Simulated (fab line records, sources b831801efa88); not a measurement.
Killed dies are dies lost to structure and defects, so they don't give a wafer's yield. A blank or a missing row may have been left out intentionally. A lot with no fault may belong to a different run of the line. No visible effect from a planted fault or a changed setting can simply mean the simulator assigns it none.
fab line records	flow sfqLine	part 1 of 2: steps 1 to 26 of 37
record lots=5	wafers=15	lastDay=92
route steps=325 shown I6@273 M7@281 I7@296
lots that met no fault: taken from a fault-free run of the same line
startH: the number of hours between the record's first day and the start of the first shown wafer of the lot	waitH: hours since the lot's step before	" same as the row above	L1.1+2: a row that stands for several wafers	- no value present, or no start provided	* or withheld: withheld	< > ~ a bound
route shown NAME@n: names a module that has steps shown in the file, with the first one's number in the route	usual: mean/standard deviation taken from wafers without a fault	same: alike in all rows	chamber/n: place in a boat	sites: the reading at each site	_std_site: their standard deviation	_edge_site: inner sites' mean taken away from outer sites' mean	radiusMm: how far each site lies from the wafer's centre	mask NAME#n: copy n	behind: the most recent tool/chamber to have shaped the wafer	hold: why the lot was held/for how many hours/how that ended	device: transistor that didn't switch, given as n, p or np	end of line: at the end of the route, the tests of the same wafers	a step without rows: its recipe alone	killed: not the wafer's yield, but the dies lost to structure and defects at the first sort	map: the dies of a wafer, with x for killed, . for not killed, _ for no die there
set.NAME: the setting that was run; set.NAME@STEP: the one run at that earlier step	model.NAME: the simulator's own value behind a step, which no gauge read
a table for each step, a row for each wafer; lots at some steps of the route
services: a tool's chamber out of use, with start hour (startH, from the record's first day; less than 0 if before it), hours out, and reason
## steps
# step SFQ_TRILAYER_I6_VIA_LITHO_EXPOSE_170
# recipe maskId=I6	na=0.6	sourceShape=conventional	sigmaOuter=0.65	targetCdNm=700	doseMj=21.3
lot.wafer	tool	chamber	startH	waitH	mask
L075.1+2+5	krfScanner-02	0	1854.66	-	I6#0
L076.1+5+6	krfScanner-02	0	1857.06	-	I6#0
L081.1+2+4	krfScanner-01	0	1947.50	-	I6#0
L084.1+2+6	krfScanner-01	0	1957.10	-	I6#0
L096.3+4+5	krfScanner-01	0	2019.90	-	I6#0
# step SFQ_TRILAYER_I6_VIA_LITHO_PEB_172
# recipe pebTempC=115	pebTimeS=60	resist=KrF
# usual plateTempC=115.00/0.12
lot.wafer	tool	chamber	startH	waitH	plateTempC
L075.1	lithoTrack-02	0	1855.86	1.0	115.00
L075.2	"	0	"	"	115.02
L075.5	"	0	"	"	114.93
L076.1	lithoTrack-02	0	1858.26	1.0	115.18
L076.5	"	0	"	"	114.95
L076.6	"	0	"	"	115.09
L081.1	lithoTrack-04	0	1948.70	1.0	114.91
L081.2	"	0	"	"	115.05
L081.4	"	0	"	"	114.90
L084.1	lithoTrack-02	0	1958.30	1.0	114.93
L084.2	"	0	"	"	115.02
L084.6	"	0	"	"	115.18
L096.3	lithoTrack-03	0	2020.75	0.7	114.92
L096.4	"	0	"	"	115.04
L096.5	"	0	"	"	114.85
# step SFQ_TRILAYER_I6_VIA_LITHO_DEVELOP_171
# recipe timeS=60	resist=KrF
lot.wafer	tool	chamber	startH	waitH
L075.1+2+5	lithoTrack-02	0	1856.01	0.1
L076.1+5+6	lithoTrack-02	0	1858.41	0.1
L081.1+2+4	lithoTrack-04	0	1948.85	0.1
L084.1+2+6	lithoTrack-02	0	1958.45	0.1
L096.3+4+5	lithoTrack-03	0	2020.90	0.1
# step SFQ_I6_OVL_MEAS_942
# usual I6_OVL=0/5.7
lot.wafer	tool	chamber	startH	waitH	I6_OVL[nm]
L075.1	overlay-02	-	1856.16	0.1	-6
L075.2	"	-	"	"	-5
L075.5	"	-	"	"	-11
L076.1	overlay-02	-	1858.56	0.1	4
L076.5	"	-	"	"	0
L076.6	"	-	"	"	4
L081.1	overlay-01	-	1949.00	0.1	0
L081.2	"	-	"	"	5
L081.4	"	-	"	"	7
L084.1	overlay-01	-	1958.60	0.1	-11
L084.2	"	-	"	"	-5
L084.6	"	-	"	"	1
L096.3	overlay-02	-	2021.01	0.1	-3
L096.4	"	-	"	"	3
L096.5	"	-	"	"	-2
# step SFQ_TRILAYER_I6_VIA_BARC_OPEN_VIA_ETCH_235
# recipe maskMaterial=PR	chemistry=O2	targetDepthNm=125	target=BARC	sourceW=500	biasW=80	pressureMtorr=30	timeS=41.7
# usual biasW=79.98/0.27	drypumpMotorCurrentA=5.9/0.54	oesProductAu=0.685/0.004	rfFwdPowerW=494.2/1.9
lot.wafer	tool	chamber	startH	waitH	biasW	drypumpMotorCurrentA	oesProductAu	rfFwdPowerW	rfHoursCounterH
L075.1	rieDiel-04	0	1856.19	0.0	79.92	5.2	0.694	493.0	11
L075.2	"	2	"	"	80.31	6.3	0.688	489.0	10
L075.5	"	3	"	"	79.82	5.8	0.686	494.0	-
L076.1	rieDiel-02	3	1858.59	0.0	79.82	5.6	0.684	493.4	5
L076.5	"	3	"	"	79.90	5.6	0.693	493.8	-
L076.6	"	2	"	"	79.88	6.7	0.683	495.6	-
L081.1	rieDiel-02	3	1949.04	0.0	80.21	5.6	0.683	495.2	6
L081.2	"	1	"	"	79.96	5.8	0.688	492.9	13
L081.4	"	0	"	"	80.12	5.0	0.689	492.4	7
L084.1	rieDiel-03	0	1958.64	0.0	80.14	6.4	0.685	496.7	14
L084.2	"	3	"	"	79.57	6.7	0.681	493.1	16
L084.6	"	2	"	"	80.40	5.8	0.683	495.6	-
L096.3	rieDiel-02	0	2021.04	0.0	80.27	5.0	0.685	495.0	8
L096.4	"	1	"	"	80.03	5.7	0.686	492.3	14
L096.5	"	0	"	"	80.04	5.0	0.692	492.1	-
# step SFQ_TRILAYER_I6_VIA_ETCH_VIA_ETCH_172
# recipe target=SiO2	stopOn=Nb	maskMaterial=PR	taperDeg=20	chemistry=CHF3	targetDepthNm=260	sourceW=500	biasW=80	pressureMtorr=30	timeS=withheld
# usual biasW=79.99/0.22	drypumpMotorCurrentA=5.9/0.54	oesProductAu=0.855/0.0057	rfFwdPowerW=497.8/1.6
lot.wafer	tool	chamber	startH	waitH	biasW	drypumpMotorCurrentA	oesProductAu	rfFwdPowerW
L075.1	rieDiel-04	0	1856.23	0.0	79.90	5.2	0.861	498.7
L075.2	"	2	"	"	80.06	6.2	0.849	496.2
L075.5	"	3	"	"	79.81	5.8	0.845	499.5
L076.1	rieDiel-02	3	1858.63	0.0	80.31	5.6	0.850	494.8
L076.5	"	3	"	"	80.14	5.6	0.849	497.5
L076.6	"	2	"	"	80.16	6.7	0.852	497.5
L081.1	rieDiel-02	3	1949.08	0.0	79.88	5.6	0.859	500.1
L081.2	"	1	"	"	79.87	5.8	0.848	497.9
L081.4	"	0	"	"	79.90	5.0	0.858	496.5
L084.1	rieDiel-03	0	1958.68	0.0	79.88	6.3	0.854	500.0
L084.2	"	3	"	"	80.30	6.7	0.843	499.0
L084.6	"	2	"	"	79.77	5.7	0.855	496.6
L096.3	rieDiel-02	0	2021.08	0.0	79.90	5.0	0.864	496.7
L096.4	"	1	"	"	79.93	5.8	0.844	500.4
L096.5	"	0	"	"	80.20	5.0	0.860	496.1
# step SFQ_TRILAYER_I6_VIA_STRIP_STRIP_173
# recipe gas=O2	powerW=200	platenTempC=40	overashFraction=0.65	chemistry=O2	pressureMtorr=50
# usual drypumpMotorCurrentA=5.37/0.24	oesProductAu=0.996/0.012
lot.wafer	tool	chamber	startH	waitH	drypumpMotorCurrentA	oesProductAu	rfHoursCounterH
L075.1	rieMetal-04	0	1856.35	-	5.08	1.010	117
L075.2	"	1	"	"	5.31	0.980	79
L075.5	"	1	"	"	5.32	0.983	-
L076.1	rieMetal-04	0	1858.75	-	5.08	1.011	117
L076.5	"	1	"	"	5.33	0.981	-
L076.6	"	0	"	"	5.07	1.018	-
L081.1	rieMetal-04	1	1949.19	-	5.30	0.989	90
L081.2	"	0	"	"	5.06	1.013	132
L081.4	"	1	"	"	5.30	0.984	-
L084.1	rieMetal-04	0	1958.79	-	5.07	1.011	133
L084.2	"	1	"	"	5.32	0.985	91
L084.6	"	0	"	"	5.05	1.011	-
L096.3	rieMetal-01	0	2021.39	-	5.86	0.987	-
L096.4	"	1	"	"	5.39	0.992	-
L096.5	"	1	"	"	5.38	0.995	-
# step SFQ_TRILAYER_I6_VIA_STRIP_SOLV_CLEAN_174
# recipe chemistry=NMP	tempC=70	timeS=600
lot.wafer	tool	chamber	startH	waitH
L075.1+2+5	wetBench-04	3,7,2	1856.95	0.4
L076.1+5+6	wetBench-04	5,1,2	1859.35	0.4
L081.1+2+4	wetBench-02	6,7,0	1949.79	0.4
L084.1+2+6	wetBench-04	6,2,4	1959.39	0.4
L096.3+4+5	wetBench-01	4,2,3	2021.79	0.2
# step SFQ_TRILAYER_M7_DEP_PRE_CLEAN_176
# recipe gas=Ar	timeS=22.5	biasV=250
lot.wafer	tool	chamber	startH	waitH
L075.1+2+5	pvdSputter-04	-	1857.12	0.0
L076.1+5+6	pvdSputter-03	-	1859.52	0.0
L081.1+2+4	pvdSputter-04	-	1949.97	0.0
L084.1+2+6	pvdSputter-05	-	1959.57	0.0
L096.3+4+5	pvdSputter-03	-	2021.97	0.0
# step SFQ_TRILAYER_M7_DEP_SPUTTER_175
# recipe material=Nb	basePressurePa=1.33e-06	chamberPressurePa=0.1333	substrateTempC=20	targetThkNm=200	powerW=2000	timeS=133.3
# usual throttleValvePct=30.0/0.88
lot.wafer	tool	chamber	startH	waitH	throttleValvePct
L075.1	pvdSputter-04	-	1857.15	0.0	31.9
L075.2	"	-	"	"	29.3
L075.5	"	-	"	"	29.5
L076.1	pvdSputter-03	-	1859.55	0.0	31.3
L076.5	"	-	"	"	30.0
L076.6	"	-	"	"	30.7
L081.1	pvdSputter-04	-	1950.00	0.0	29.6
L081.2	"	-	"	"	29.6
L081.4	"	-	"	"	31.8
L084.1	pvdSputter-05	-	1959.60	0.0	28.9
L084.2	"	-	"	"	29.4
L084.6	"	-	"	"	29.5
L096.3	pvdSputter-03	-	2022.00	0.0	30.3
L096.4	"	-	"	"	31.4
L096.5	"	-	"	"	31.4
# step SFQ_M7_RS_MEAS_943
# recipe thkMeasGauge=four-point-probe	reads=Nb_of_TRILAYER_M7_DEP_SPUTTER_175
# usual M7_NB_RS=0.892/0.012
lot.wafer	tool	chamber	startH	waitH	M7_NB_RS[ohm/sq]
L075.1	filmMetro-03	-	1857.24	0.0	0.867
L075.2	"	-	"	"	0.872
L075.5	"	-	"	"	0.858
L076.1	filmMetro-04	-	1859.64	0.0	0.914
L076.5	"	-	"	"	0.911
L076.6	"	-	"	"	0.908
L081.1	filmMetro-01	-	1950.09	0.0	0.898
L081.2	"	-	"	"	0.884
L081.4	"	-	"	"	0.892
L084.1	filmMetro-03	-	1959.69	0.0	0.903
L084.2	"	-	"	"	0.913
L084.6	"	-	"	"	0.902
L096.3	filmMetro-01	-	2022.13	0.1	0.891
L096.4	"	-	"	"	0.895
L096.5	"	-	"	"	0.889
# step SFQ_TRILAYER_M7_LITHO_COAT_182
# recipe resist=BARC	spinRpm=3000	resistThkNm=62
lot.wafer	tool	chamber	startH	waitH
L075.1+2+5	lithoTrack-01	0	1857.42	0.1
L076.1+5+6	lithoTrack-01	0	1859.82	0.1
L081.1+2+4	lithoTrack-02	0	1950.27	0.1
L084.1+2+6	lithoTrack-01	0	1959.87	0.1
L096.3+4+5	lithoTrack-01	0	2022.37	0.1
# step SFQ_TRILAYER_M7_LITHO_COAT_177
# recipe resist=KrF	spinRpm=3000	resistThkNm=600
lot.wafer	tool	chamber	startH	waitH
L075.1+2+5	lithoTrack-01	0	1857.72	0.2
L076.1+5+6	lithoTrack-01	0	1860.12	0.2
L081.1+2+4	lithoTrack-02	0	1950.57	0.2
L084.1+2+6	lithoTrack-01	0	1960.17	0.2
L096.3+4+5	lithoTrack-01	0	2022.67	0.2
# step SFQ_TRILAYER_M7_LITHO_SOFTBAKE_181
# recipe tempC=withheld	timeS=withheld	resist=KrF
lot.wafer	tool	chamber	startH	waitH
L075.1+2+5	lithoTrack-01	0	1858.02	0.2
L076.1+5+6	lithoTrack-01	0	1860.42	0.2
L081.1+2+4	lithoTrack-02	0	1950.87	0.2
L084.1+2+6	lithoTrack-01	0	1960.47	0.2
L096.3+4+5	lithoTrack-01	0	2022.92	0.2
# step SFQ_TRILAYER_M7_LITHO_EXPOSE_178
# recipe maskId=M7	na=0.6	sourceShape=conventional	sigmaOuter=0.65	targetCdNm=500	doseMj=14.4
lot.wafer	tool	chamber	startH	waitH	mask
L075.1+2+5	krfScanner-01	0	1945.10	-	M7#0
L076.1+5+6	krfScanner-01	0	1948.70	-	M7#0
L081.1+2+4	krfScanner-02	0	2044.75	-	M7#0
L084.1+2+6	krfScanner-02	0	2055.55	-	M7#0
L096.3+4+5	krfScanner-01	0	2110.08	-	M7#0
# step SFQ_TRILAYER_M7_LITHO_PEB_180
# recipe pebTempC=115	pebTimeS=60	resist=KrF
# usual plateTempC=114.95/0.13
lot.wafer	tool	chamber	startH	waitH	plateTempC
L075.1	lithoTrack-03	0	1946.30	1.0	115.19
L075.2	"	0	"	"	115.10
L075.5	"	0	"	"	114.91
L076.1	lithoTrack-03	0	1949.90	1.0	114.86
L076.5	"	0	"	"	115.08
L076.6	"	0	"	"	115.01
L081.1	lithoTrack-03	0	2045.95	1.0	114.77
L081.2	"	0	"	"	115.11
L081.4	"	0	"	"	114.98
L084.1	lithoTrack-01	0	2056.75	1.0	114.77
L084.2	"	0	"	"	114.94
L084.6	"	0	"	"	115.14
L096.3	lithoTrack-01	0	2110.93	0.7	115.16
L096.4	"	0	"	"	114.98
L096.5	"	0	"	"	114.94
# step SFQ_TRILAYER_M7_LITHO_DEVELOP_179
# recipe timeS=60	resist=KrF
lot.wafer	tool	chamber	startH	waitH
L075.1+2+5	lithoTrack-03	0	1946.45	0.1
L076.1+5+6	lithoTrack-03	0	1950.05	0.1
L081.1+2+4	lithoTrack-03	0	2046.10	0.1
L084.1+2+6	lithoTrack-01	0	2056.90	0.1
L096.3+4+5	lithoTrack-01	0	2111.08	0.1
# step SFQ_M7_OVL_MEAS_945
# usual M7_OVL=2/5.2
lot.wafer	tool	chamber	startH	waitH	M7_OVL[nm]
L075.1	overlay-02	-	1946.60	0.1	-3
L075.2	"	-	"	"	3
L075.5	"	-	"	"	6
L076.1	overlay-01	-	1950.20	0.1	2
L076.5	"	-	"	"	8
L076.6	"	-	"	"	6
L081.1	overlay-02	-	2046.25	0.1	17
L081.2	"	-	"	"	8
L081.4	"	-	"	"	13
L084.1	overlay-01	-	2057.05	0.1	1
L084.2	"	-	"	"	6
L084.6	"	-	"	"	2
L096.3	overlay-02	-	2111.19	0.1	-8
L096.4	"	-	"	"	-3
L096.5	"	-	"	"	-2
# step SFQ_TRILAYER_M7_BARC_OPEN_METAL_ETCH_229
# recipe maskMaterial=PR	chemistry=O2	targetDepthNm=125	target=BARC	icpW=600	biasW=80	pressureMtorr=10	timeS=41.7
# usual biasW=80.02/0.26	drypumpMotorCurrentA=5.3/0.37	oesProductAu=0.686/0.0043	rfFwdPowerW=593.9/2.8
lot.wafer	tool	chamber	startH	waitH	biasW	drypumpMotorCurrentA	oesProductAu	rfFwdPowerW	rfHoursCounterH
L075.1	rieMetal-04	0	1946.64	0.0	79.81	5.0	0.689	591.9	131
L075.2	"	1	"	"	79.99	5.3	0.683	590.0	89
L075.5	"	1	"	"	80.31	5.3	0.685	588.6	-
L076.1	rieMetal-01	1	1950.24	0.0	79.39	5.4	0.683	596.6	38
L076.5	"	1	"	"	80.01	5.4	0.679	596.2	-
L076.6	"	0	"	"	80.20	5.8	0.685	595.0	-
L081.1	rieMetal-02	0	2046.29	0.0	79.96	5.7	0.689	595.4	103
L081.2	"	1	"	"	80.05	4.7	0.684	594.5	107
L081.4	"	0	"	"	79.74	5.6	0.686	598.3	-
L084.1	rieMetal-04	0	2057.09	0.0	79.78	5.0	0.687	589.9	2
L084.2	"	1	"	"	79.87	5.3	0.683	591.5	114
L084.6	"	1	"	"	79.88	5.3	0.686	592.1	-
L096.3	rieMetal-01	1	2111.23	0.0	79.73	5.4	0.686	596.0	-
L096.4	"	0	"	"	80.56	5.9	0.688	597.5	-
L096.5	"	1	"	"	79.84	5.4	0.685	598.1	-
# step SFQ_TRILAYER_M7_ETCH_METAL_ETCH_180
# recipe target=Nb	stopOn=SiO2	maskMaterial=PR	chemistry=Cl2/Ar	targetDepthNm=240	icpW=600	biasW=80	pressureMtorr=10	timeS=120
# usual biasW=80.03/0.23	drypumpMotorCurrentA=5.3/0.38	oesProductAu=0.894/0.0077	rfFwdPowerW=597.1/1.9
lot.wafer	tool	chamber	startH	waitH	biasW	drypumpMotorCurrentA	oesProductAu	rfFwdPowerW	rfHoursCounterH
L075.1	rieMetal-04	0	1946.70	0.0	79.80	5.0	0.910	596.3	131
L075.2	"	1	"	"	80.09	5.3	0.909	593.5	89
L075.5	"	1	"	"	80.06	5.3	0.918	593.0	-
L076.1	rieMetal-01	1	1950.30	0.0	79.65	5.4	0.884	598.2	38
L076.5	"	1	"	"	80.06	5.4	0.886	595.4	-
L076.6	"	0	"	"	80.07	5.9	0.881	597.8	-
L081.1	rieMetal-02	0	2046.35	0.0	79.42	5.7	0.889	596.4	103
L081.2	"	1	"	"	79.47	4.7	0.893	599.6	107
L081.4	"	0	"	"	79.71	5.6	0.891	594.8	-
L084.1	rieMetal-04	0	2057.15	0.0	80.15	5.0	0.893	597.4	2
L084.2	"	1	"	"	80.12	5.3	0.891	594.2	114
L084.6	"	1	"	"	80.20	5.3	0.888	595.9	-
L096.3	rieMetal-01	1	2111.32	0.1	79.85	5.4	0.894	600.7	-
L096.4	"	0	"	"	79.96	5.9	0.883	598.1	-
L096.5	"	1	"	"	79.95	5.4	0.890	596.8	-
# step SFQ_TRILAYER_M7_STRIP_STRIP_181
# recipe gas=O2	powerW=200	platenTempC=40	overashFraction=0.65	chemistry=O2	pressureMtorr=50
# usual drypumpMotorCurrentA=5.3/0.37	oesProductAu=0.997/0.012
lot.wafer	tool	chamber	startH	waitH	drypumpMotorCurrentA	oesProductAu	rfHoursCounterH
L075.1	rieMetal-04	0	1946.82	0.1	5.1	0.995	131
L075.2	"	1	"	"	5.3	0.976	89
L075.5	"	1	"	"	5.4	0.983	-
L076.1	rieMetal-01	1	1950.42	0.1	5.4	0.990	38
L076.5	"	1	"	"	5.4	0.997	-
L076.6	"	0	"	"	5.8	0.978	-
L081.1	rieMetal-02	0	2046.47	0.1	5.7	0.998	103
L081.2	"	1	"	"	4.7	1.018	107
L081.4	"	0	"	"	5.6	1.002	-
L084.1	rieMetal-04	0	2057.27	0.1	5.1	1.007	2
L084.2	"	1	"	"	5.3	0.974	114
L084.6	"	1	"	"	5.3	0.979	-
L096.3	rieMetal-01	1	2111.60	0.2	5.4	0.980	-
L096.4	"	0	"	"	5.8	0.983	-
L096.5	"	1	"	"	5.4	0.991	-
# step SFQ_TRILAYER_M7_STRIP_SOLV_CLEAN_182
# recipe chemistry=NMP	tempC=70	timeS=600
lot.wafer	tool	chamber	startH	waitH
L075.1+2+5	wetBench-01	1,3,0	1947.42	0.4
L076.1+5+6	wetBench-04	2,4,1	1951.02	0.4
L081.1+2+4	wetBench-04	5,6,3	2047.07	0.4
L084.1+2+6	wetBench-04	5,6,3	2057.87	0.4
L096.3+4+5	wetBench-01	3,4,2	2112.00	0.2
# step SFQ_TRILAYER_I7_DEP_PECVD_183
# recipe material=SiO2	tempC=150	timeS=111.11	pressureTorr=2.4	rfW=183.3	precursor=SiH4/N2O	targetThkNm=500
# usual heaterPowerOuterW=31/8.1	heaterPowerW=88/16	rfFwdPowerW=182.5/0.55	throttleValvePct=25.4/1.3
lot.wafer	tool	chamber	startH	waitH	heaterPowerOuterW	heaterPowerW	rfFwdPowerW	throttleValvePct
L075.1	pecvd-02	2	1947.60	0.0	16	56	182.3	24.7
L075.2	"	1	"	"	27	70	181.0	25.7
L075.5	"	2	"	"	20	60	182.4	24.5
L076.1	pecvd-03	0	1951.20	0.0	40	109	182.5	27.0
L076.5	"	2	"	"	35	89	182.4	26.4
L076.6	"	0	"	"	29	94	182.7	26.8
L081.1	pecvd-01	0	2047.25	0.0	30	81	182.9	26.3
L081.2	"	2	"	"	31	95	182.2	26.9
L081.4	"	0	"	"	32	84	182.2	26.6
L084.1	pecvd-02	1	2058.06	0.0	30	77	181.2	25.8
L084.2	"	0	"	"	15	65	182.2	26.2
L084.6	"	1	"	"	31	77	181.6	25.8
L096.3	pecvd-01	0	2112.17	0.0	29	82	182.5	23.7
L096.4	"	1	"	"	21	74	182.5	24.3
L096.5	"	2	"	"	29	95	182.3	24.6
# step SFQ_TRILAYER_I7_CMP_CMP_184
# recipe material=SiO2	downForcePsi=3	platenRpm=60	padVelocityMS=0.94248
# usual motorCurrentA=9.6/0.6	timeToEndpointS=216/8.1
lot.wafer	tool	chamber	startH	waitH	motorCurrentA	timeToEndpointS
L075.2	cmp-02	0	1948.28	0.6	10.7	209
L075.1	"	2	1949.28	1.6	9.7	216
L075.5	"	0	1950.28	2.6	10.0	215
L076.1	cmp-02	0	1952.82	1.6	10.2	219
L076.6	"	1	"	"	9.9	210
L076.5	"	2	"	"	9.2	224
L081.1	cmp-02	2	2053.00	5.7	9.6	218
L081.2	"	3	"	"	9.4	217
L081.4	"	1	2054.50	7.2	10.5	210
L084.1	cmp-01	2	2059.14	1.0	9.0	214
L084.2	"	3	"	"	9.9	207
L084.6	"	1	2060.64	2.5	8.7	213
L096.3	cmp-01	2	2115.27	3.1	9.3	217
L096.4	"	3	"	"	10.0	217
L096.5	"	3	2117.77	5.5	10.8	217
# step SFQ_I7_BOW_MEAS_946
# recipe mode=bow
# usual I7_BOW=6/10
lot.wafer	tool	chamber	startH	waitH	I7_BOW[um]
L075.1	filmMetro-02	-	1951.28	1.5	1
L075.2	"	-	"	"	16
L075.5	"	-	"	"	16
L076.1	filmMetro-04	-	1954.32	1.0	14
L076.5	"	-	"	"	-4
L076.6	"	-	"	"	15
L081.1	filmMetro-02	-	2056.00	2.5	-10
L081.2	"	-	"	"	7
L081.4	"	-	"	"	9
L084.1	filmMetro-01	-	2061.14	1.5	2
L084.2	"	-	"	"	10
L084.6	"	-	"	"	12
L096.3	filmMetro-04	-	2118.31	2.5	24
L096.4	"	-	"	"	13
L096.5	"	-	"	"	18
# step SFQ_TRILAYER_I7_METRO_MEASURE_185
# usual thkNm=200.2/1.1
lot.wafer	tool	chamber	startH	waitH	thkNm
L075.1	filmMetro-02	-	1951.40	0.1	202.5
L075.2	"	-	"	"	200.3
L075.5	"	-	"	"	200.6
L076.1	filmMetro-04	-	1954.44	0.1	200.5
L076.5	"	-	"	"	201.1
L076.6	"	-	"	"	200.0
L081.1	filmMetro-02	-	2056.12	0.1	201.1
L081.2	"	-	"	"	200.8
L081.4	"	-	"	"	198.7
L084.1	filmMetro-01	-	2061.26	0.1	200.0
L084.2	"	-	"	"	199.3
L084.6	"	-	"	"	200.3
L096.3	filmMetro-04	-	2118.79	0.5	198.9
L096.4	"	-	"	"	198.6
L096.5	"	-	"	"	198.8
